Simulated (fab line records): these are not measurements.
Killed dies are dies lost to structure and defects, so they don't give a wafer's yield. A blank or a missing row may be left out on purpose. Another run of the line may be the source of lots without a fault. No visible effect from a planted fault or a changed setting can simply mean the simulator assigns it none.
Chamber matching -- flow gf180mcu -- GF_V2_CMP_04 on cmp-01 has 4 sister chambers
The step polishes SiO2. 8 wafers are shown with their chamber, then 12 later ones without.

== WAFERS PAIRED WITH THEIR CHAMBERS ==
wafer,chamber,motor current A (A),time to endpoint s (s)
L088.5,0,11.3,86
L089.4,0,11.1,80
L090.3,1,11.6,80
L090.5,2,12.2,81
L090.6,3,11.1,84
L091.2,1,11.7,80
L091.4,2,12.5,80
L091.5,3,10.9,86

== WAFERS MISSING THEIR CHAMBER ==
wafer,motor current A (A),time to endpoint s (s)
L094.1,11.4,66
L094.2,11.1,72
L094.3,11.2,71
L094.4,13.0,77
L094.5,11.1,78
L094.6,11.4,80
L095.1,10.8,81
L095.4,11.1,79
L095.6,11.0,86
L097.1,11.7,84
L097.3,11.2,72
L097.4,12.9,82

== WHICH CHAMBER EACH ONE RAN IN ==
wafer,from the rows above,in truth
L094.1,can't be placed: 1 or 0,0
L094.2,can't be placed: 0 or 1 or 3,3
L094.3,can't be placed: 1 or 0 or 3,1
L094.4,2,2
L094.5,can't be placed: 0 or 3 or 1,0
L094.6,can't be placed: 1 or 0 or 3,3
L095.1,can't be placed: 3 or 0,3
L095.4,can't be placed: 0 or 3 or 1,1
L095.6,can't be placed: 3 or 0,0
L097.1,can't be placed: 1 or 0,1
L097.3,can't be placed: 1 or 0 or 3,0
L097.4,2,2
Placed correctly: 2 of 12. Not placeable from these rows: 10 (in 10, the candidates include the true chamber). Placed wrongly: 0.
How it was worked out, from the rows above alone: a wafer's distance from a chamber is the root of the sum, over the readings, of the square of ((its reading less the chamber's mean) divided by the reading's scatter). The wafer belongs to the nearest chamber; if the next one is less than 2 further off, it can't be placed. Each chamber's mean is taken over the wafers shown for it. The scatter: take each reading less its chamber's mean, square it, sum over the shown wafers, divide by the number of wafers less the number of chambers, and take the root.
